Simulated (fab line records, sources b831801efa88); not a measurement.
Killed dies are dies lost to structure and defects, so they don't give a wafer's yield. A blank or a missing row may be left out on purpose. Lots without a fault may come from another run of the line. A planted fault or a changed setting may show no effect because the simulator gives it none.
Chamber matching | flow sfq_line | SFQ_TRILAYER_I7_CMP_CMP_184 on cmp-01: 3 sister chambers
The step polishes SiO2. 6 wafers are shown with their chamber, then 7 later ones without.

WAFERS WITH THEIR CHAMBER
wafer  | chamber | motor_current_A (A) | time_to_endpoint_s (s)
L430.2 | 3       | 10.3                | 220
L433.4 | 3       | 10.2                | 225
L448.3 | 2       | 9.3                 | 216
L448.4 | 1       | 8.6                 | 212
L448.6 | 1       | 8.4                 | 221
L449.1 | 2       | 9.8                 | 216

WAFERS WITHOUT THEIR CHAMBER
wafer  | motor_current_A (A) | time_to_endpoint_s (s)
L449.4 | 9.9                 | 226
L449.5 | 9.1                 | 226
L450.3 | 8.3                 | 210
L450.5 | 9.8                 | 211
L452.1 | 9.8                 | 213
L452.3 | 9.2                 | 224
L452.5 | 9.1                 | 227

WHICH CHAMBER EACH WENT THROUGH
wafer  | from the rows above          | in truth
L449.4 | can't be placed: 3 or 2      | 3
L449.5 | can't be placed: 2 or 1      | 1
L450.3 | 1                            | 1
L450.5 | can't be placed: 2 or 3      | 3
L452.1 | can't be placed: 2 or 3      | 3
L452.3 | can't be placed: 2 or 1      | 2
L452.5 | can't be placed: 2 or 1 or 3 | 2
Placed correctly: 1 of 7. Can't be placed from these rows: 6 (the true chamber is among the candidates in 6). Placed wrongly: 0.
How it was worked out, from the rows above alone: a wafer's distance from a chamber is the root of the sum, over the readings, of the square of ((its reading less the chamber's mean) divided by the reading's scatter). The wafer belongs to the nearest chamber; if the next one is less than 2 further off, it can't be placed. A chamber's mean is the mean of its shown wafers. The scatter: the root of (the sum of the squares of (reading less its chamber's mean) over the shown wafers, divided by (wafers less chambers)).
